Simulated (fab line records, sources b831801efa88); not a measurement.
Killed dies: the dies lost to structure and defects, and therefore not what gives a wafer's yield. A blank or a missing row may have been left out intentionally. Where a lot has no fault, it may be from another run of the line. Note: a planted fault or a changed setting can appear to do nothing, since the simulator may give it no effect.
A struck lot beside a sound one || flow gf180mcu || 44 steps out of a route of 602
Sound: wafers L520.1, L520.3, L520.5. Wafers struck: L512.3, L512.4, L512.6. The cause is given at the end.
Per side, at each step with rows, come the tool, then ch with its chambers, and then its first start. Under that, the readings that differ: sound wafers || struck wafers || difference of the means || sigmas: that difference in standard deviations of wafers without a fault.
alike: readings whose means differ by less than 2 such deviations, and words and numbers that are the same on both sides. not compared: withheld readings, readings that some wafer has no value for, bounds like >300 that may hide the same value, and numbers for which the record gives no deviation and whose values overlap.
Wherever a step has rows on one side only, a row that says differs or no value, or a row with sigmas, the two part there. Numbers that have no deviation but don't overlap get no sigmas and don't part them. A reading missing from all wafers of one side parts the sides only when that side holds two or more wafers.

first, 6 steps without rows for these wafers: GF_VT_IMPLANT_HMDS_01 (prime time 60 s); GF_VT_IMPLANT_COAT_02 (resist thk 1000 nm); GF_VT_IMPLANT_SOFTBAKE_03 (time 60 s); GF_VT_IMPLANT_EXPOSE_04 (exposes mask LVPWELL LV AREA, target cd 600 nm); GF_VT_IMPLANT_PEB_05; GF_VT_IMPLANT_DEVELOP_06 (develop time 60 s).
GF_VT_IMPLANT_OVL_MEAS_07:
  sound on overlay-01, day 11 05:01; struck on overlay-01, day 9 04:26
  alike: VT_IMPLANT_OVL
next, for these wafers, 1 step has no rows: GF_VT_IMPLANT_IMPLANT_08.
GF_VT_IMPLANT_STRIP_09: strips in O2/N2.
  sound on plasma asher-01 ch 0, day 11 05:12; struck on plasma asher-03 ch 0,1, day 9 04:38
  alike: drypump motor current A, heater power w, oes product au, strip time to endpoint s
  not compared: rf hours counter h
GF_VT_IMPLANT_TW_MEAS_10:
  sound on film metro-01, day 11 05:18; struck on film metro-01, day 9 04:43
  alike: VT_IMPLANT_TW
then, 2 steps without rows for these wafers: GF_VT_IMPLANT_DEHYDRATE_11 (time 60 s); GF_VT_IMPLANT_HMDS_12 (prime time 60 s).
GF_VT_IMPLANT_COAT_13: resist thk 1000 nm.
  struck on litho track-03, day 9 12:58; sound on litho track-04 ch 0, day 11 14:40
  no value came back on the struck wafers for chill plate temp C (C), dispense pressure kPa (kPa), resist line temp C (C); on the sound wafers chill plate temp C (C) reads 22.83 23.03 22.93
then, 4 steps without rows for these wafers: GF_VT_IMPLANT_SOFTBAKE_14 (time 60 s); GF_VT_IMPLANT_EXPOSE_15 (exposes mask Nwell LV AREA, target cd 860 nm); GF_VT_IMPLANT_PEB_16; GF_VT_IMPLANT_DEVELOP_17 (develop time 60 s).
GF_VT_IMPLANT_OVL_MEAS_18:
  sound on overlay-02, day 12 00:14; struck on overlay-01, day 9 22:14
{"reading": "VT_IMPLANT_01_OVL (nm)", "sound": "-1.6 1.4 0.9", "struck": "- - -", "difference": "no value on the struck wafers", "sigmas": ""}
next, for these wafers, 1 step has no rows: GF_VT_IMPLANT_IMPLANT_19.
GF_VT_IMPLANT_STRIP_20: strips in O2/N2.
  sound on plasma asher-03 ch 0,1, day 12 00:25; struck on plasma asher-04 ch 0,1, day 9 22:26
  no value came back on the struck wafers for oes product au (a.u.), strip time to endpoint s (s); on the sound wafers oes product au (a.u.) reads 0.714 0.716 0.716
  alike: drypump motor current A, heater power w
  not compared: rf hours counter h
GF_VT_IMPLANT_TW_MEAS_21:
  sound on film metro-01, day 12 00:31; struck on film metro-02, day 9 22:31
  alike: VT_IMPLANT_2_TW
then, 7 steps without rows for these wafers: GF_VT_IMPLANT_DEHYDRATE_22 (time 60 s); GF_VT_IMPLANT_HMDS_23 (prime time 60 s); GF_VT_IMPLANT_COAT_24 (resist thk 1000 nm); GF_VT_IMPLANT_SOFTBAKE_25 (time 60 s); GF_VT_IMPLANT_EXPOSE_26 (exposes mask LVPWELL HV AREA, target cd 860 nm); GF_VT_IMPLANT_PEB_27; GF_VT_IMPLANT_DEVELOP_28 (develop time 60 s).
GF_VT_IMPLANT_OVL_MEAS_29:
  sound on overlay-01, day 12 19:49; struck on overlay-01, day 10 16:02
  alike: VT_IMPLANT_02_OVL
next, for these wafers, 1 step has no rows: GF_VT_IMPLANT_IMPLANT_30.
GF_VT_IMPLANT_STRIP_31: strips in O2/N2.
  sound on plasma asher-01 ch 0,1, day 12 20:00; struck on plasma asher-04 ch 0,1, day 10 16:15
{"reading": "strip time to endpoint s (s)", "sound": "12.58 12.60 12.57", "struck": "12.66 12.67 12.65", "difference": "+0.08", "sigmas": "+2"}
  alike: drypump motor current A, heater power w, oes product au
  not compared: rf hours counter h
GF_VT_IMPLANT_TW_MEAS_32:
  sound on film metro-01, day 12 20:06; struck on film metro-01, day 10 16:20
{"reading": "VT_IMPLANT_3_TW", "sound": "266 266 267", "struck": "1202 1193 1197", "difference": "+931", "sigmas": "+99 or more"}
then, 7 steps without rows for these wafers: GF_VT_IMPLANT_DEHYDRATE_33 (time 60 s); GF_VT_IMPLANT_HMDS_34 (prime time 60 s); GF_VT_IMPLANT_COAT_35 (resist thk 1000 nm); GF_VT_IMPLANT_SOFTBAKE_36 (time 60 s); GF_VT_IMPLANT_EXPOSE_37 (exposes mask Nwell HV AREA, target cd 860 nm); GF_VT_IMPLANT_PEB_38; GF_VT_IMPLANT_DEVELOP_39 (develop time 60 s).
GF_VT_IMPLANT_OVL_MEAS_40:
  sound on overlay-01, day 13 15:49; struck on overlay-01, day 11 10:47
  alike: VT_IMPLANT_03_OVL
next, for these wafers, 1 step has no rows: GF_VT_IMPLANT_IMPLANT_41.
GF_VT_IMPLANT_STRIP_42: strips in O2/N2.
  sound on plasma asher-04 ch 0, day 13 16:00; struck on plasma asher-04 ch 0,1, day 11 10:59
  alike: drypump motor current A, heater power w, oes product au, strip time to endpoint s
  not compared: rf hours counter h
GF_VT_IMPLANT_TW_MEAS_43:
  sound on film metro-02, day 13 16:06; struck on film metro-02, day 11 11:04
{"reading": "VT_IMPLANT_4_TW", "sound": "690 692 692", "struck": "1286 1282 1279", "difference": "+591", "sigmas": "+72"}
-- a jump in the record: the struck wafers' starts before and after are 22 days apart (it breaks off in module VT_IMPLANT and resumes in module PASSIVATION, where the first step shown is number 602 of the route) --
GF_PASSIVATION_PROBE_99:
  record: rows for the struck wafers here (prober-02, day 33 01:11), none for the sound ones

WHERE THEY PART
At GF_VT_IMPLANT_COAT_13 first; at GF_PASSIVATION_PROBE_99 last (within this record only).

WHY: what had been put in by the simulator
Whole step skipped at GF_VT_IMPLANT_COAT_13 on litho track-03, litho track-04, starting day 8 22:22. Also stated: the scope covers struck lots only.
